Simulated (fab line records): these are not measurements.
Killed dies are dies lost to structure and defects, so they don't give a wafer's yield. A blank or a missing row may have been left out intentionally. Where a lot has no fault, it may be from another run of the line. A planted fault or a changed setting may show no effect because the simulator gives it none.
A lot that was struck, set against a sound lot / flow sfqLine / 13 out of 325 route steps
Sound: these wafers, L216.1, L216.2, L216.6. Wafers L212.1, L212.2, L212.6 were the ones struck. The cause is given at the end.
For every step that has rows: the tool of each side, followed by ch and its chambers, followed by its first start. Under that, the readings that differ: sound wafers / struck wafers / difference of the means / sigmas: that difference in standard deviations of wafers without a fault.
alike: words and numbers the same on both sides, and readings whose means are apart by under 2 such deviations; not compared: readings that were withheld, readings missing a value for some wafer, numbers with overlapping values and no deviation given by the record, and bounds like >300 which may hide the same value.
The two part at a step that has a row with sigmas, a row that says differs or no value, or rows on one side only. When numbers do not overlap yet have no deviation, they are printed without sigmas and do not part them. A reading missing from all wafers of one side parts the sides only when that side holds two or more wafers.

SFQ_I6_OVL_MEAS_942:
  sound: overlay-01 at day 83 04:05; struck: overlay-01 at day 80 18:53
  alike: I6_OVL
SFQ_TRILAYER_I6_VIA_BARC_OPEN_VIA_ETCH_235: etches BARC in O2, target depth 125 nm, time 41.7 s.
  sound on rieDiel-02 ch 1,2, day 83 04:08; struck on rieDiel-03 ch 0,2,3, day 80 18:55
  alike: drypumpMotorCurrentA, oesProductAu
  not compared: rfHoursCounterH
SFQ_TRILAYER_I6_VIA_ETCH_VIA_ETCH_172: etches SiO2 in CHF3, stops on Nb, target depth 260 nm.
  sound on rieDiel-02 ch 1,2, day 83 04:10; struck on rieDiel-03 ch 0,2,3, day 80 18:57
  alike: drypumpMotorCurrentA, oesProductAu
SFQ_TRILAYER_I6_VIA_STRIP_STRIP_173: strips in O2.
  sound on rieMetal-02 ch 1, day 83 04:17; struck on rieMetal-03 ch 0,1, day 80 19:04
reading=drypumpMotorCurrentA (A); sound=6.3 6.3 6.3; struck=4.9 5.5 4.8; difference=-1.2; sigmas=-2
reading=oesProductAu (a.u.); sound=1.013 1.005 1.009; struck=0.986 0.993 0.987; difference=-0.020; sigmas=-2
  not compared: rfHoursCounterH
then, 2 steps without rows for these wafers: SFQ_TRILAYER_I6_VIA_STRIP_SOLV_CLEAN_174 (cleans in NMP, time 600 s); SFQ_TRILAYER_M7_DEP_PRE_CLEAN_176 (time 22.5 s).
SFQ_TRILAYER_M7_DEP_SPUTTER_175: material Nb, target thk 200 nm, time 127.5 s.
  sound: pvdSputter-06 at day 83 05:41; struck: pvdSputter-05 at day 80 19:52
reading=throttleValvePct (%); sound=28.5 28.0 27.8; struck=30.4 30.8 31.3; difference=+2.7; sigmas=+2
SFQ_M7_RS_MEAS_943: uses a four-point probe to measure.
  sound: filmMetro-01 at day 83 05:47; struck: filmMetro-03 at day 80 19:58
  alike: M7_NB_RS
then, 3 steps without rows for these wafers: SFQ_TRILAYER_M7_LITHO_COAT_182 (resist thk 62 nm); SFQ_TRILAYER_M7_LITHO_COAT_177 (resist thk 600 nm); SFQ_TRILAYER_M7_LITHO_SOFTBAKE_181.
-- the record jumps here: 4 days lie between the struck wafers' starts before and after --
SFQ_TRILAYER_M7_LITHO_EXPOSE_178: exposes mask M7, target cd 500 nm.
  struck on krfScanner-02, day 85 04:29; sound on krfScanner-02 ch 0, day 87 08:05
  no value came back on the struck wafers for exposureDoseMJCm2, focusOffsetNm (nm); on the sound wafers exposureDoseMJCm2 reads 14.398 14.373 14.407
  alike: mask
then, 1 step without rows for these wafers: SFQ_TRILAYER_M7_LITHO_PEB_180 (peb time 60 s).

== WHERE THEY PART ==
At SFQ_TRILAYER_I6_VIA_STRIP_STRIP_173 first; at SFQ_TRILAYER_M7_LITHO_EXPOSE_178 last (within this record only).

WHY: what the simulator had put in
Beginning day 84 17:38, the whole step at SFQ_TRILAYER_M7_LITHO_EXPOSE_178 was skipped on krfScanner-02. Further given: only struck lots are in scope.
